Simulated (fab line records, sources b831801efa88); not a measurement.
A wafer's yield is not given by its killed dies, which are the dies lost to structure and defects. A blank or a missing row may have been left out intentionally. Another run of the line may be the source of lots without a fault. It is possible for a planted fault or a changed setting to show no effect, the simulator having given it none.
fab line records :: flow gf180mcu
record:
  lots: 7
  wafers: 21
  lastDay: 34
route steps=602 shown V3@436 PASSIVATION@602
lots untouched by any fault: they come from a run of this same line in which no faults occurred
startH: hours from the record's opening day to when the first of the lot's shown wafers began :: waitH: hours from the lot's prior step to this one :: " identical to the entry in the row above :: L1.1+2: a row that stands for several wafers :: - no value, or no start given :: * or withheld: withheld :: < > ~ a bound
route shown NAME@n: NAME is a module with steps in the file, n the number in the route of the first one :: usual: average and standard deviation across the fault-free wafers :: same: alike in all rows :: chamber/n: place in a boat :: sites: per-site readings :: _std_site: the values' standard deviation :: _edge_site: inner sites' mean taken away from outer sites' mean :: radiusMm: how far each site lies from the wafer's centre :: mask NAME#n: copy n :: behind: tool/chamber where the wafer was last shaped :: hold: why the lot was held/for how many hours/how that ended :: device: the transistor (n, p or np) that didn't switch :: end of line: the tests these same wafers got at the end of their route :: step lacking rows: just its recipe :: killed: not the wafer's yield, but the dies lost to structure and defects at the first sort :: map: a wafer's dies, x killed, . not, _ none there
set.NAME: setting as actually run; set.NAME@STEP: the setting as run at that earlier step :: model.NAME: the simulator's own value behind a step, which no gauge read
lots at some steps of the route; a table a step, a row a wafer
services: the hour from which a tool's chamber was out of use, counted from the record's first day as startH (under 0 if before that day), plus the number of hours and why
== steps ==
step: GF_V3_HMDS_07
recipe:
  primeTimeS: 60
  primeTempC: 120
step: GF_V3_COAT_08
recipe:
  resist: BARC
  tempC: withheld
  timeS: withheld
  spinRpm: withheld
  resistThkNm: withheld
step: GF_V3_COAT_09
recipe:
  resist: KrF
  spinRpm: withheld
  resistThkNm: 1000
step: GF_V3_SOFTBAKE_10
recipe:
  tempC: 130
  timeS: 60
  resist: KrF
step: GF_V3_EXPOSE_11
recipe:
  maskId: Via3
  targetCdNm: 260
  na: 0.68
  sourceShape: conventional
  sigmaOuter: 0.6
  doseMj: 38
step: GF_V3_PEB_12
recipe:
  pebTempC: 135
  pebTimeS: 90
  resist: KrF
step: GF_V3_DEVELOP_13
recipe:
  developTimeS: 60
  resist: KrF
  devTempC: 21
step: GF_V3_CD_MEAS_14
recipe:
  targetCdNm: 260
usual:
  cdNm: 260.0/1.2
lot.wafer: L484.4
tool: cdSem-01
chamber: -
startH: 598.63
waitH: 0.1
cdNm: 257.9

lot.wafer: L484.5
tool: cdSem-01
chamber: -
startH: 598.63
waitH: 0.1
cdNm: 258.7

lot.wafer: L484.6
tool: cdSem-01
chamber: -
startH: 598.63
waitH: 0.1
cdNm: 257.8

lot.wafer: L485.1
tool: cdSem-01
chamber: -
startH: 603.87
waitH: 0.1
cdNm: 261.6

lot.wafer: L485.2
tool: cdSem-01
chamber: -
startH: 603.87
waitH: 0.1
cdNm: 261.1

lot.wafer: L485.5
tool: cdSem-01
chamber: -
startH: 603.87
waitH: 0.1
cdNm: 261.2

lot.wafer: L486.2
tool: cdSem-01
chamber: -
startH: 612.04
waitH: 0.1
cdNm: 259.4

lot.wafer: L486.3
tool: cdSem-01
chamber: -
startH: 612.04
waitH: 0.1
cdNm: 259.9

lot.wafer: L486.6
tool: cdSem-01
chamber: -
startH: 612.04
waitH: 0.1
cdNm: 259.0

lot.wafer: L494.2
tool: cdSem-01
chamber: -
startH: 666.79
waitH: 0.1
cdNm: 261.8

lot.wafer: L494.5
tool: cdSem-01
chamber: -
startH: 666.79
waitH: 0.1
cdNm: 261.8

lot.wafer: L494.6
tool: cdSem-01
chamber: -
startH: 666.79
waitH: 0.1
cdNm: 262.0

lot.wafer: L495.2
tool: cdSem-01
chamber: -
startH: 675.64
waitH: 0.1
cdNm: 260.7

lot.wafer: L495.4
tool: cdSem-01
chamber: -
startH: 675.64
waitH: 0.1
cdNm: 261.0

lot.wafer: L495.6
tool: cdSem-01
chamber: -
startH: 675.64
waitH: 0.1
cdNm: 262.1

lot.wafer: L496.3
tool: cdSem-02
chamber: -
startH: 677.81
waitH: 0.1
cdNm: 261.1

lot.wafer: L496.5
tool: cdSem-02
chamber: -
startH: 677.81
waitH: 0.1
cdNm: 260.7

lot.wafer: L496.6
tool: cdSem-02
chamber: -
startH: 677.81
waitH: 0.1
cdNm: 260.9

lot.wafer: L497.1
tool: cdSem-01
chamber: -
startH: 682.81
waitH: 0.1
cdNm: 261.2

lot.wafer: L497.2
tool: cdSem-01
chamber: -
startH: 682.81
waitH: 0.1
cdNm: 260.9

lot.wafer: L497.4
tool: cdSem-01
chamber: -
startH: 682.81
waitH: 0.1
cdNm: 260.4
step: GF_V3_OVL_MEAS_15
usual:
  V3_OVL: 4/6.1
lot.wafer: L484.4
tool: overlay-02
chamber: -
startH: 598.71
waitH: 0.1
V3_OVL[nm]: 7

lot.wafer: L484.5
tool: overlay-02
chamber: -
startH: 598.71
waitH: 0.1
V3_OVL[nm]: 2

lot.wafer: L484.6
tool: overlay-02
chamber: -
startH: 598.71
waitH: 0.1
V3_OVL[nm]: 7

lot.wafer: L485.1
tool: overlay-01
chamber: -
startH: 603.99
waitH: 0.1
V3_OVL[nm]: 1

lot.wafer: L485.2
tool: overlay-01
chamber: -
startH: 603.99
waitH: 0.1
V3_OVL[nm]: 8

lot.wafer: L485.5
tool: overlay-01
chamber: -
startH: 603.99
waitH: 0.1
V3_OVL[nm]: 13

lot.wafer: L486.2
tool: overlay-01
chamber: -
startH: 612.14
waitH: 0.1
V3_OVL[nm]: 8

lot.wafer: L486.3
tool: overlay-01
chamber: -
startH: 612.14
waitH: 0.1
V3_OVL[nm]: 7

lot.wafer: L486.6
tool: overlay-01
chamber: -
startH: 612.14
waitH: 0.1
V3_OVL[nm]: 1

lot.wafer: L494.2
tool: overlay-02
chamber: -
startH: 666.89
waitH: 0.1
V3_OVL[nm]: 10

lot.wafer: L494.5
tool: overlay-02
chamber: -
startH: 666.89
waitH: 0.1
V3_OVL[nm]: 5

lot.wafer: L494.6
tool: overlay-02
chamber: -
startH: 666.89
waitH: 0.1
V3_OVL[nm]: 10

lot.wafer: L495.2
tool: overlay-01
chamber: -
startH: 675.74
waitH: 0.1
V3_OVL[nm]: 15

lot.wafer: L495.4
tool: overlay-01
chamber: -
startH: 675.74
waitH: 0.1
V3_OVL[nm]: 10

lot.wafer: L495.6
tool: overlay-01
chamber: -
startH: 675.74
waitH: 0.1
V3_OVL[nm]: 15

lot.wafer: L496.3
tool: overlay-01
chamber: -
startH: 677.90
waitH: 0.1
V3_OVL[nm]: 9

lot.wafer: L496.5
tool: overlay-01
chamber: -
startH: 677.90
waitH: 0.1
V3_OVL[nm]: 14

lot.wafer: L496.6
tool: overlay-01
chamber: -
startH: 677.90
waitH: 0.1
V3_OVL[nm]: 1

lot.wafer: L497.1
tool: overlay-01
chamber: -
startH: 682.93
waitH: 0.1
V3_OVL[nm]: 5

lot.wafer: L497.2
tool: overlay-01
chamber: -
startH: 682.93
waitH: 0.1
V3_OVL[nm]: 10

lot.wafer: L497.4
tool: overlay-01
chamber: -
startH: 682.93
waitH: 0.1
V3_OVL[nm]: 8
step: GF_V3_ETCH_16
recipe:
  chemistry: N2/H2
  targetDepthA: withheld
  overetchA: withheld
  timeS: withheld
  target: BARC
  ionEnergyEv: 200
  sourceW: 500
  biasW: 100
  pressureMtorr: 30
  n2FlowSccm: 100
  h2FlowSccm: 200
usual:
  drypumpMotorCurrentA: 5.8/0.44
  oesProductAu: 0.855/0.0045
  throttleValvePct: 13.224/0.0084
lot.wafer: L484.4
tool: rieDiel-03
chamber: 1
startH: 598.72
waitH: 0.0
drypumpMotorCurrentA: 5.5
oesProductAu: 0.857
throttleValvePct: 13.246

lot.wafer: L484.5
tool: rieDiel-03
chamber: 2
startH: 598.72
waitH: 0.0
drypumpMotorCurrentA: 5.3
oesProductAu: 0.856
throttleValvePct: 13.228

lot.wafer: L484.6
tool: rieDiel-03
chamber: 1
startH: 598.72
waitH: 0.0
drypumpMotorCurrentA: 5.5
oesProductAu: 0.855
throttleValvePct: 13.216

lot.wafer: L485.1
tool: rieDiel-04
chamber: 1
startH: 604.02
waitH: 0.0
drypumpMotorCurrentA: 6.5
oesProductAu: 0.848
throttleValvePct: 13.200

lot.wafer: L485.2
tool: rieDiel-04
chamber: 3
startH: 604.02
waitH: 0.0
drypumpMotorCurrentA: 5.8
oesProductAu: 0.865
throttleValvePct: 13.226

lot.wafer: L485.5
tool: rieDiel-04
chamber: 1
startH: 604.02
waitH: 0.0
drypumpMotorCurrentA: 6.5
oesProductAu: 0.852
throttleValvePct: 13.221

lot.wafer: L486.2
tool: rieDiel-01
chamber: 0
startH: 612.17
waitH: 0.0
drypumpMotorCurrentA: 6.2
oesProductAu: 0.860
throttleValvePct: 13.235

lot.wafer: L486.3
tool: rieDiel-01
chamber: 1
startH: 612.17
waitH: 0.0
drypumpMotorCurrentA: 6.2
oesProductAu: 0.855
throttleValvePct: 13.222

lot.wafer: L486.6
tool: rieDiel-01
chamber: 0
startH: 612.17
waitH: 0.0
drypumpMotorCurrentA: 6.3
oesProductAu: 0.846
throttleValvePct: 13.218

lot.wafer: L494.2
tool: rieDiel-03
chamber: 2
startH: 666.92
waitH: 0.0
drypumpMotorCurrentA: 5.4
oesProductAu: 0.856
throttleValvePct: 13.216

lot.wafer: L494.5
tool: rieDiel-03
chamber: 2
startH: 666.92
waitH: 0.0
drypumpMotorCurrentA: 5.3
oesProductAu: 0.855
throttleValvePct: 13.229

lot.wafer: L494.6
tool: rieDiel-03
chamber: 1
startH: 666.92
waitH: 0.0
drypumpMotorCurrentA: 5.5
oesProductAu: 0.858
throttleValvePct: 13.208

lot.wafer: L495.2
tool: rieDiel-04
chamber: 0
startH: 675.77
waitH: 0.0
drypumpMotorCurrentA: 5.6
oesProductAu: 0.851
throttleValvePct: 13.230

lot.wafer: L495.4
tool: rieDiel-04
chamber: 3
startH: 675.77
waitH: 0.0
drypumpMotorCurrentA: 5.8
oesProductAu: 0.856
throttleValvePct: 13.236

lot.wafer: L495.6
tool: rieDiel-04
chamber: 2
startH: 675.77
waitH: 0.0
drypumpMotorCurrentA: 5.6
oesProductAu: 0.857
throttleValvePct: 13.204

lot.wafer: L496.3
tool: rieDiel-01
chamber: 2
startH: 677.92
waitH: 0.0
drypumpMotorCurrentA: 6.2
oesProductAu: 0.853
throttleValvePct: 13.232

lot.wafer: L496.5
tool: rieDiel-01
chamber: 3
startH: 677.92
waitH: 0.0
drypumpMotorCurrentA: 6.4
oesProductAu: 0.846
throttleValvePct: 13.223

lot.wafer: L496.6
tool: rieDiel-01
chamber: 1
startH: 677.92
waitH: 0.0
drypumpMotorCurrentA: 6.1
oesProductAu: 0.858
throttleValvePct: 13.229

lot.wafer: L497.1
tool: rieDiel-01
chamber: 1
startH: 682.97
waitH: 0.0
drypumpMotorCurrentA: 6.1
oesProductAu: 0.849
throttleValvePct: 13.229

lot.wafer: L497.2
tool: rieDiel-01
chamber: 3
startH: 682.97
waitH: 0.0
drypumpMotorCurrentA: 6.4
oesProductAu: 0.855
throttleValvePct: 13.211

lot.wafer: L497.4
tool: rieDiel-01
chamber: 1
startH: 682.97
waitH: 0.0
drypumpMotorCurrentA: 6.1
oesProductAu: 0.853
throttleValvePct: 13.235
step: GF_V3_ETCH_17
recipe:
  chemistry: C4F8/O2/Ar
  maskMaterial: KrF
  target: SiO2
  stopOn: TiN
  sourceW: 1500
  biasW: 1200
  pressureMtorr: 40
  c4f8FlowSccm: withheld
  O2_flow_sccm: 6
  Ar_flow_sccm: 300
  timeS: withheld
  targetDepthA: 6350
usual:
  oesProductAu: 0.856/0.0047
lot.wafer: L484.4
tool: rieDiel-03
chamber: 1
startH: -
waitH: -
oesProductAu: 0.859

lot.wafer: L484.5
tool: rieDiel-03
chamber: 2
startH: -
waitH: -
oesProductAu: 0.847

lot.wafer: L484.6
tool: rieDiel-03
chamber: 1
startH: -
waitH: -
oesProductAu: 0.858

lot.wafer: L485.1
tool: rieDiel-04
chamber: 1
startH: -
waitH: -
oesProductAu: 0.855

lot.wafer: L485.2
tool: rieDiel-04
chamber: 3
startH: -
waitH: -
oesProductAu: 0.845

lot.wafer: L485.5
tool: rieDiel-04
chamber: 1
startH: -
waitH: -
oesProductAu: 0.860

lot.wafer: L486.2
tool: rieDiel-01
chamber: 0
startH: -
waitH: -
oesProductAu: 0.855

lot.wafer: L486.3
tool: rieDiel-01
chamber: 1
startH: -
waitH: -
oesProductAu: 0.853

lot.wafer: L486.6
tool: rieDiel-01
chamber: 0
startH: -
waitH: -
oesProductAu: 0.858

lot.wafer: L494.2
tool: rieDiel-03
chamber: 2
startH: -
waitH: -
oesProductAu: 0.854

lot.wafer: L494.5
tool: rieDiel-03
chamber: 2
startH: -
waitH: -
oesProductAu: 0.857

lot.wafer: L494.6
tool: rieDiel-03
chamber: 1
startH: -
waitH: -
oesProductAu: 0.858

lot.wafer: L495.2
tool: rieDiel-04
chamber: 0
startH: -
waitH: -
oesProductAu: 0.856

lot.wafer: L495.4
tool: rieDiel-04
chamber: 3
startH: -
waitH: -
oesProductAu: 0.866

lot.wafer: L495.6
tool: rieDiel-04
chamber: 2
startH: -
waitH: -
oesProductAu: 0.861

lot.wafer: L496.3
tool: rieDiel-01
chamber: 2
startH: -
waitH: -
oesProductAu: 0.857

lot.wafer: L496.5
tool: rieDiel-01
chamber: 3
startH: -
waitH: -
oesProductAu: 0.865

lot.wafer: L496.6
tool: rieDiel-01
chamber: 1
startH: -
waitH: -
oesProductAu: 0.858

lot.wafer: L497.1
tool: rieDiel-01
chamber: 1
startH: -
waitH: -
oesProductAu: 0.859

lot.wafer: L497.2
tool: rieDiel-01
chamber: 3
startH: -
waitH: -
oesProductAu: 0.853

lot.wafer: L497.4
tool: rieDiel-01
chamber: 1
startH: -
waitH: -
oesProductAu: 0.855
step: GF_V3_STRIP_18
recipe:
  chemistry: O2/N2
  powerW: 1400
  pressureMtorr: 1500
  platenTempC: 250
  o2FlowSccm: 3000
  n2FlowSccm: 300
  overashFraction: 0.5
usual:
  chamberPressureMTorr: 1500.0/1.4
  drypumpMotorCurrentA: 5.6/0.38
  heaterPowerW: 328/41
  oesProductAu: 0.594/0.0044
lot.wafer: L484.4
tool: plasmaAsher-01
chamber: 1
startH: 598.89
waitH: -
chamberPressureMTorr: 1498.9
drypumpMotorCurrentA: 5.4
heaterPowerW: 387
oesProductAu: 0.584
rfHoursCounterH: -

lot.wafer: L484.5
tool: plasmaAsher-01
chamber: 1
startH: 598.89
waitH: -
chamberPressureMTorr: 1500.0
drypumpMotorCurrentA: 5.4
heaterPowerW: 372
oesProductAu: 0.596
rfHoursCounterH: -

lot.wafer: L484.6
tool: plasmaAsher-01
chamber: 0
startH: 598.89
waitH: -
chamberPressureMTorr: 1499.4
drypumpMotorCurrentA: 5.2
heaterPowerW: 361
oesProductAu: 0.594
rfHoursCounterH: -

lot.wafer: L485.1
tool: plasmaAsher-01
chamber: 0
startH: 604.15
waitH: -
chamberPressureMTorr: 1500.6
drypumpMotorCurrentA: 5.2
heaterPowerW: 371
oesProductAu: 0.595
rfHoursCounterH: 82

lot.wafer: L485.2
tool: plasmaAsher-01
chamber: 1
startH: 604.15
waitH: -
chamberPressureMTorr: 1502.1
drypumpMotorCurrentA: 5.4
heaterPowerW: 379
oesProductAu: 0.593
rfHoursCounterH: 82

lot.wafer: L485.5
tool: plasmaAsher-01
chamber: 0
startH: 604.15
waitH: -
chamberPressureMTorr: 1499.7
drypumpMotorCurrentA: 5.2
heaterPowerW: 362
oesProductAu: 0.592
rfHoursCounterH: -

lot.wafer: L486.2
tool: plasmaAsher-02
chamber: 1
startH: 612.30
waitH: -
chamberPressureMTorr: 1499.1
drypumpMotorCurrentA: 5.7
heaterPowerW: 323
oesProductAu: 0.587
rfHoursCounterH: 95

lot.wafer: L486.3
tool: plasmaAsher-02
chamber: 1
startH: 612.30
waitH: -
chamberPressureMTorr: 1498.9
drypumpMotorCurrentA: 5.7
heaterPowerW: 323
oesProductAu: 0.603
rfHoursCounterH: -

lot.wafer: L486.6
tool: plasmaAsher-02
chamber: 0
startH: 612.30
waitH: -
chamberPressureMTorr: 1499.4
drypumpMotorCurrentA: 5.8
heaterPowerW: 349
oesProductAu: 0.599
rfHoursCounterH: -

lot.wafer: L494.2
tool: plasmaAsher-01
chamber: 1
startH: 667.05
waitH: -
chamberPressureMTorr: 1499.5
drypumpMotorCurrentA: 5.4
heaterPowerW: 389
oesProductAu: 0.583
rfHoursCounterH: 89

lot.wafer: L494.5
tool: plasmaAsher-01
chamber: 1
startH: 667.05
waitH: -
chamberPressureMTorr: 1498.8
drypumpMotorCurrentA: 5.3
heaterPowerW: 382
oesProductAu: 0.592
rfHoursCounterH: -

lot.wafer: L494.6
tool: plasmaAsher-01
chamber: 0
startH: 667.05
waitH: -
chamberPressureMTorr: 1499.2
drypumpMotorCurrentA: 5.3
heaterPowerW: 366
oesProductAu: 0.590
rfHoursCounterH: -

lot.wafer: L495.2
tool: plasmaAsher-02
chamber: 0
startH: 675.90
waitH: -
chamberPressureMTorr: 1502.3
drypumpMotorCurrentA: 5.8
heaterPowerW: 350
oesProductAu: 0.589
rfHoursCounterH: 101

lot.wafer: L495.4
tool: plasmaAsher-02
chamber: 1
startH: 675.90
waitH: -
chamberPressureMTorr: 1500.2
drypumpMotorCurrentA: 5.7
heaterPowerW: 322
oesProductAu: 0.599
rfHoursCounterH: -

lot.wafer: L495.6
tool: plasmaAsher-02
chamber: 0
startH: 675.90
waitH: -
chamberPressureMTorr: 1501.1
drypumpMotorCurrentA: 5.8
heaterPowerW: 357
oesProductAu: 0.586
rfHoursCounterH: -

lot.wafer: L496.3
tool: plasmaAsher-03
chamber: 0
startH: 678.08
waitH: -
chamberPressureMTorr: 1498.8
drypumpMotorCurrentA: 6.2
heaterPowerW: 268
oesProductAu: 0.595
rfHoursCounterH: -

lot.wafer: L496.5
tool: plasmaAsher-03
chamber: 0
startH: 678.08
waitH: -
chamberPressureMTorr: 1501.9
drypumpMotorCurrentA: 6.2
heaterPowerW: 267
oesProductAu: 0.591
rfHoursCounterH: -

lot.wafer: L496.6
tool: plasmaAsher-03
chamber: 1
startH: 678.08
waitH: -
chamberPressureMTorr: 1499.6
drypumpMotorCurrentA: 5.2
heaterPowerW: 302
oesProductAu: 0.596
rfHoursCounterH: -

lot.wafer: L497.1
tool: plasmaAsher-02
chamber: 1
startH: 683.16
waitH: -
chamberPressureMTorr: 1500.2
drypumpMotorCurrentA: 5.7
heaterPowerW: 326
oesProductAu: 0.602
rfHoursCounterH: 102

lot.wafer: L497.2
tool: plasmaAsher-02
chamber: 0
startH: 683.16
waitH: -
chamberPressureMTorr: 1501.3
drypumpMotorCurrentA: 5.8
heaterPowerW: 362
oesProductAu: 0.598
rfHoursCounterH: 102

lot.wafer: L497.4
tool: plasmaAsher-02
chamber: 1
startH: 683.16
waitH: -
chamberPressureMTorr: 1501.5
drypumpMotorCurrentA: 5.7
heaterPowerW: 329
oesProductAu: 0.598
rfHoursCounterH: -
step: GF_V3_STRIP_19
recipe:
  chemistry: postEtchResidueRemover
  timeS: 1200
  tempC: 72.5
usual:
  bathGuardTempC: 72.7/0.51
  bathHeatDutyPct: 14.6/1.4
lot.wafer: L484.4
tool: wetBench-04
chamber: 2
startH: 598.95
waitH: 0.0
bathGuardTempC: 73.0
bathHeatDutyPct: 13.6

lot.wafer: L484.5
tool: wetBench-04
chamber: 2
startH: 598.95
waitH: 0.0
bathGuardTempC: 72.9
bathHeatDutyPct: 14.3

lot.wafer: L484.6
tool: wetBench-04
chamber: 2
startH: 598.95
waitH: 0.0
bathGuardTempC: 73.2
bathHeatDutyPct: 12.9

lot.wafer: L485.1
tool: wetBench-03
chamber: 3
startH: 604.25
waitH: 0.1
bathGuardTempC: 71.8
bathHeatDutyPct: 12.6

lot.wafer: L485.2
tool: wetBench-03
chamber: 3
startH: 604.25
waitH: 0.1
bathGuardTempC: 72.0
bathHeatDutyPct: 13.8

lot.wafer: L485.5
tool: wetBench-03
chamber: 3
startH: 604.25
waitH: 0.1
bathGuardTempC: 72.3
bathHeatDutyPct: 14.5

lot.wafer: L486.2
tool: wetBench-04
chamber: 0
startH: 612.40
waitH: 0.1
bathGuardTempC: 72.6
bathHeatDutyPct: 14.1

lot.wafer: L486.3
tool: wetBench-04
chamber: 0
startH: 612.40
waitH: 0.1
bathGuardTempC: 72.9
bathHeatDutyPct: 13.5

lot.wafer: L486.6
tool: wetBench-04
chamber: 0
startH: 612.40
waitH: 0.1
bathGuardTempC: 72.5
bathHeatDutyPct: 14.5

lot.wafer: L494.2
tool: wetBench-02
chamber: 1
startH: 667.15
waitH: 0.1
bathGuardTempC: -
bathHeatDutyPct: -

lot.wafer: L494.5
tool: wetBench-02
chamber: 1
startH: 667.15
waitH: 0.1
bathGuardTempC: -
bathHeatDutyPct: -

lot.wafer: L494.6
tool: wetBench-02
chamber: 1
startH: 667.15
waitH: 0.1
bathGuardTempC: -
bathHeatDutyPct: -

lot.wafer: L495.2
tool: wetBench-04
chamber: 3
startH: 676.00
waitH: 0.1
bathGuardTempC: -
bathHeatDutyPct: -

lot.wafer: L495.4
tool: wetBench-04
chamber: 3
startH: 676.00
waitH: 0.1
bathGuardTempC: -
bathHeatDutyPct: -

lot.wafer: L495.6
tool: wetBench-04
chamber: 3
startH: 676.00
waitH: 0.1
bathGuardTempC: -
bathHeatDutyPct: -

lot.wafer: L496.3
tool: wetBench-03
chamber: 0
startH: 678.15
waitH: 0.0
bathGuardTempC: -
bathHeatDutyPct: -

lot.wafer: L496.5
tool: wetBench-03
chamber: 0
startH: 678.15
waitH: 0.0
bathGuardTempC: -
bathHeatDutyPct: -

lot.wafer: L496.6
tool: wetBench-03
chamber: 0
startH: 678.15
waitH: 0.0
bathGuardTempC: -
bathHeatDutyPct: -

lot.wafer: L497.1
tool: wetBench-03
chamber: 2
startH: 683.26
waitH: 0.1
bathGuardTempC: 72.9
bathHeatDutyPct: 15.9

lot.wafer: L497.2
tool: wetBench-03
chamber: 2
startH: 683.26
waitH: 0.1
bathGuardTempC: 73.2
bathHeatDutyPct: 14.6

lot.wafer: L497.4
tool: wetBench-03
chamber: 2
startH: 683.26
waitH: 0.1
bathGuardTempC: 73.4
bathHeatDutyPct: 15.1
step: GF_V3_CLEAN_20
recipe:
  chemistry: DIW
  dry: n2Spin
step: GF_PASSIVATION_PROBE_99
lot.wafer: L484.4
tool: prober-02
chamber: -
startH: 745.21
waitH: 0.2
model.etest.via3Chain.rcOhm: 6.247

lot.wafer: L484.5
tool: prober-02
chamber: -
startH: 745.26
waitH: 0.2
model.etest.via3Chain.rcOhm: 6.698

lot.wafer: L484.6
tool: prober-02
chamber: -
startH: 745.31
waitH: 0.2
model.etest.via3Chain.rcOhm: 6.519

lot.wafer: L485.1
tool: prober-01
chamber: -
startH: 748.03
waitH: 0.1
model.etest.via3Chain.rcOhm: 6.167

lot.wafer: L485.2
tool: prober-01
chamber: -
startH: 748.08
waitH: 0.1
model.etest.via3Chain.rcOhm: 6.234

lot.wafer: L485.5
tool: prober-01
chamber: -
startH: 748.23
waitH: 0.2
model.etest.via3Chain.rcOhm: 6.497

lot.wafer: L486.2
tool: prober-02
chamber: -
startH: 754.97
waitH: 0.1
model.etest.via3Chain.rcOhm: 6.375

lot.wafer: L486.3
tool: prober-02
chamber: -
startH: 755.02
waitH: 0.2
model.etest.via3Chain.rcOhm: 6.365

lot.wafer: L486.6
tool: prober-02
chamber: -
startH: 755.17
waitH: 0.2
model.etest.via3Chain.rcOhm: 6.241

lot.wafer: L494.2
tool: prober-02
chamber: -
startH: 801.21
waitH: 0.1
model.etest.via3Chain.rcOhm: 7.689

lot.wafer: L494.5
tool: prober-02
chamber: -
startH: 801.36
waitH: 0.2
model.etest.via3Chain.rcOhm: 7.468

lot.wafer: L494.6
tool: prober-02
chamber: -
startH: 801.41
waitH: 0.2
model.etest.via3Chain.rcOhm: 7.518

lot.wafer: L495.2
tool: prober-01
chamber: -
startH: 804.21
waitH: 0.1
model.etest.via3Chain.rcOhm: 8.012

lot.wafer: L495.4
tool: prober-01
chamber: -
startH: 804.31
waitH: 0.2
model.etest.via3Chain.rcOhm: 7.517

lot.wafer: L495.6
tool: prober-01
chamber: -
startH: 804.41
waitH: 0.2
model.etest.via3Chain.rcOhm: 7.772

lot.wafer: L496.3
tool: prober-02
chamber: -
startH: 807.51
waitH: 0.2
model.etest.via3Chain.rcOhm: 7.415

lot.wafer: L496.5
tool: prober-02
chamber: -
startH: 807.61
waitH: 0.2
model.etest.via3Chain.rcOhm: 7.281

lot.wafer: L496.6
tool: prober-02
chamber: -
startH: 807.66
waitH: 0.2
model.etest.via3Chain.rcOhm: 7.675

lot.wafer: L497.1
tool: prober-01
chamber: -
startH: 812.21
waitH: 0.1
model.etest.via3Chain.rcOhm: 6.236

lot.wafer: L497.2
tool: prober-01
chamber: -
startH: 812.26
waitH: 0.1
model.etest.via3Chain.rcOhm: 6.154

lot.wafer: L497.4
tool: prober-01
chamber: -
startH: 812.36
waitH: 0.2
model.etest.via3Chain.rcOhm: 6.185
killed by level:class
L484.4 CONTACT:geometricParticle:open=5 V3:geometricParticle:open=5 V4:geometricParticle:open=5 STI:geometricParticle:open=3 V1:geometricParticle:open=3 M1:geometricParticle:open=2 V1:geometricParticle:short=2 V3:geometricParticle:short=2
L484.5 V1:geometricParticle:open=6 STI:geometricParticle:open=5 V4:geometricParticle:open=5 V3:geometricParticle:open=4 CONTACT:geometricParticle:open=4 STI:geometricParticle:short=3 V5:geometricParticle:open=3 M2:geometricParticle:short=3
L484.6 V3:geometricParticle:open=7 CONTACT:geometricParticle:open=6 CONTACT:geometricParticle:short=5 V5:geometricParticle:open=5 STI:geometricParticle:short=4 V3:geometricParticle:short=4 V1:geometricParticle:short=3 M4:geometricParticle:short=2
L485.1 CONTACT:geometricParticle:open=9 STI:geometricParticle:open=6 V5:geometricParticle:open=6 M1:geometricParticle:short=4 V3:geometricParticle:open=4 M3:geometricParticle:short=3 V1:geometricParticle:open=2 SAB:geometricParticle:open=1
L485.2 CONTACT:geometricParticle:open=6 V2:geometricParticle:open=3 V3:geometricParticle:open=3 V4:geometricParticle:open=3 STI:geometricParticle:short=2 POLY_GATE:geometricParticle:short=2 CONTACT:geometricParticle:short=2 M1:geometricParticle:open=2
L485.5 V1:geometricParticle:open=9 CONTACT:geometricParticle:open=7 CONTACT:geometricParticle:short=5 V3:geometricParticle:open=5 V4:geometricParticle:open=5 V5:geometricParticle:short=4 V3:geometricParticle:short=3 M4:geometricParticle:short=3
L486.2 V4:geometricParticle:open=5 CONTACT:geometricParticle:open=4 V5:geometricParticle:open=4 M1:geometricParticle:short=3 V2:geometricParticle:short=3 V5:geometricParticle:short=3 CONTACT:geometricParticle:short=2 V2:geometricParticle:open=2
L486.3 V2:geometricParticle:short=7 V3:geometricParticle:open=5 CONTACT:geometricParticle:open=4 V1:geometricParticle:open=4 V5:geometricParticle:open=4 STI:geometricParticle:short=3 V1:geometricParticle:short=3 V2:geometricParticle:open=3
L486.6 CONTACT:geometricParticle:short=6 V1:geometricParticle:open=5 V4:geometricParticle:open=5 STI:geometricParticle:open=4 CONTACT:geometricParticle:open=4 V2:geometricParticle:open=4 M1:geometricParticle:short=3 M3:geometricParticle:short=3
L497.1 CONTACT:geometricParticle:open=6 V4:geometricParticle:open=5 V5:geometricParticle:open=4 STI:geometricParticle:short=3 POLY_GATE:geometricParticle:open=2 M4:geometricParticle:short=2 CONTACT:geometricParticle:short=2 M1:geometricParticle:short=2
L497.2 V2:geometricParticle:open=8 V3:geometricParticle:open=5 CONTACT:geometricParticle:open=4 V1:geometricParticle:open=4 V1:geometricParticle:short=3 V3:geometricParticle:short=3 V4:geometricParticle:short=3 V5:geometricParticle:open=3
L497.4 V5:geometricParticle:open=9 STI:geometricParticle:open=4 V2:geometricParticle:short=4 V3:geometricParticle:short=4 STI:geometricParticle:short=3 CONTACT:geometricParticle:open=3 M1:geometricParticle:short=3 V2:geometricParticle:open=3
== services ==
tool: rieDiel-03
chamber: 1
startH: 575.90
hours: 5.7
kind: repair

tool: rieDiel-01
chamber: -
startH: 581.52
hours: 2.8
kind: pm

tool: plasmaAsher-03
chamber: -
startH: 582.19
hours: 2.8
kind: pm

tool: wetBench-04
chamber: -
startH: 585.17
hours: 5.4
kind: repair

tool: wetBench-03
chamber: -
startH: 590.35
hours: 1.9
kind: pm

tool: plasmaAsher-02
chamber: -
startH: 593.14
hours: 3.4
kind: repair

tool: plasmaAsher-03
chamber: -
startH: 611.28
hours: 8.4
kind: repair

tool: rieDiel-01
chamber: 2
startH: 618.56
hours: -
kind: clean

tool: rieDiel-01
chamber: 2
startH: 618.56
hours: 23.7
kind: scheduledDown

tool: rieDiel-01
chamber: 2
startH: 618.56
hours: 23.7
kind: ventCycle

tool: rieDiel-03
chamber: -
startH: 620.86
hours: 2.8
kind: pm

tool: plasmaAsher-02
chamber: -
startH: 628.09
hours: 4.3
kind: repair

tool: rieDiel-03
chamber: 3
startH: 651.88
hours: 11.8
kind: repair

tool: rieDiel-01
chamber: 0
startH: 653.83
hours: 4.3
kind: repair

tool: rieDiel-01
chamber: 2
startH: 656.02
hours: 20.4
kind: repair

tool: rieDiel-01
chamber: 0
startH: 676.51
hours: -
kind: clean

tool: rieDiel-01
chamber: 0
startH: 676.51
hours: 16.5
kind: scheduledDown

tool: rieDiel-01
chamber: 0
startH: 676.51
hours: 16.5
kind: ventCycle

tool: rieDiel-01
chamber: 2
startH: 680.29
hours: 16.2
kind: repair
== key ==
firstSign:
  step: GF_V3_STRIP_19
  reading: toolRecord
  direction: missing
effect none on later readings
modelEffect:
  step: GF_PASSIVATION_PROBE_99
  value: etest.via3Chain.rcOhm
  without: 6.234
  struck: 7.594
metAt GF_V3_STRIP_19
struckWafers L494.2,L494.5,L494.6,L495.2,L495.4,L495.6,L496.3,L496.5,L496.6
sortLeftOut L494.2,L494.5,L494.6,L495.2,L495.4,L495.6,L496.3,L496.5,L496.6
onsetBetween 612.40 667.15
fault:
  kind: skippedStepWhole
  tool: wetBench-02,wetBench-03,wetBench-04
  chamber: -
  onsetH: 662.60
  steps: GF_V3_STRIP_19
  scope: struckLotsOnly
sortLeftOut: the simulated sort isn't trusted on such a fault, so these wafers' sort isn't shown, and their yield isn't known
